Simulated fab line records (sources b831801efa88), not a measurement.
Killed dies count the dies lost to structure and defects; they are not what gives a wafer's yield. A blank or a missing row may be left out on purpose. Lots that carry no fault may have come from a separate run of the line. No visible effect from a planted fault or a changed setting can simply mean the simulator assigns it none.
Which of the tools did it? + flow sky130 + 13 lots, 39 wafers sampled, at 1 step of a route of 708

WHAT EACH GAUGE READ, for each wafer
SKY_NWELL_TW_MEAS_15.
| lot  | measured     | on            | NWELL_TW       |
|------|--------------|---------------|----------------|
| L831 | day 4 17:47  | film-metro-02 | 1813 1800 1818 |
| L833 | day 5 06:44  | film-metro-02 | 1810 1806 1807 |
| L838 | day 6 12:50  | film-metro-04 | 1843 1841 1840 |
| L841 | day 7 04:47  | film-metro-02 | 1803 1812 1813 |
| L843 | day 7 16:03  | film-metro-02 | 1812 1826 1822 |
| L845 | day 8 03:44  | film-metro-04 | 1822 1834 1829 |
| L846 | day 8 11:29  | film-metro-04 | 1823 1830 1843 |
| L848 | day 8 21:05  | film-metro-03 | 1808 1801 1801 |
| L849 | day 9 05:20  | film-metro-02 | 1825 1831 1821 |
| L850 | day 9 15:25  | film-metro-02 | 1836 1827 1827 |
| L851 | day 9 21:30  | film-metro-04 | 1845 1840 1846 |
| L852 | day 10 04:52 | film-metro-03 | 1804 1814 1807 |
| L853 | day 10 05:23 | film-metro-04 | 1817 1818 1825 |

EACH LOT AND THE TOOL THAT RAN IT (in order: tool; ch and the chambers of the sampled wafers; start)
The record holds no process step before these readings.

WHAT THE TOOLS THEMSELVES READ (means of the sampled wafers that have a number; where no wafer has one, the mark that the record gives instead)
The record holds no such reading with a usual standard deviation.

THE ANSWER, worked out from the rows above alone
Rule: usual is defined by the lots themselves. The widest of any qualifying gaps counts: lots, ordered by their means at a reading, are off when they make up no more than a third of the lots, leave a main group of 4 or more, and stand apart from it by 3 or more times the standard deviation of that group's means. A main group is skipped when, at the precision printed for the reading in the tables above, its means are all equal. Also off: a lot with no number at a reading for which 4 or more lots have one. The other lots that the step has rows for count as sound. Order of review: gauges by route order, followed by the tools' own readings, for which a lot's mean as printed above is used. At the first step where some lot is off, the reading lying furthest off is the one used; lots without a number count as furthest.
None of the lots is off at any reading shown; this tells nothing.

WHAT WAS PUT IN BY THE SIMULATOR
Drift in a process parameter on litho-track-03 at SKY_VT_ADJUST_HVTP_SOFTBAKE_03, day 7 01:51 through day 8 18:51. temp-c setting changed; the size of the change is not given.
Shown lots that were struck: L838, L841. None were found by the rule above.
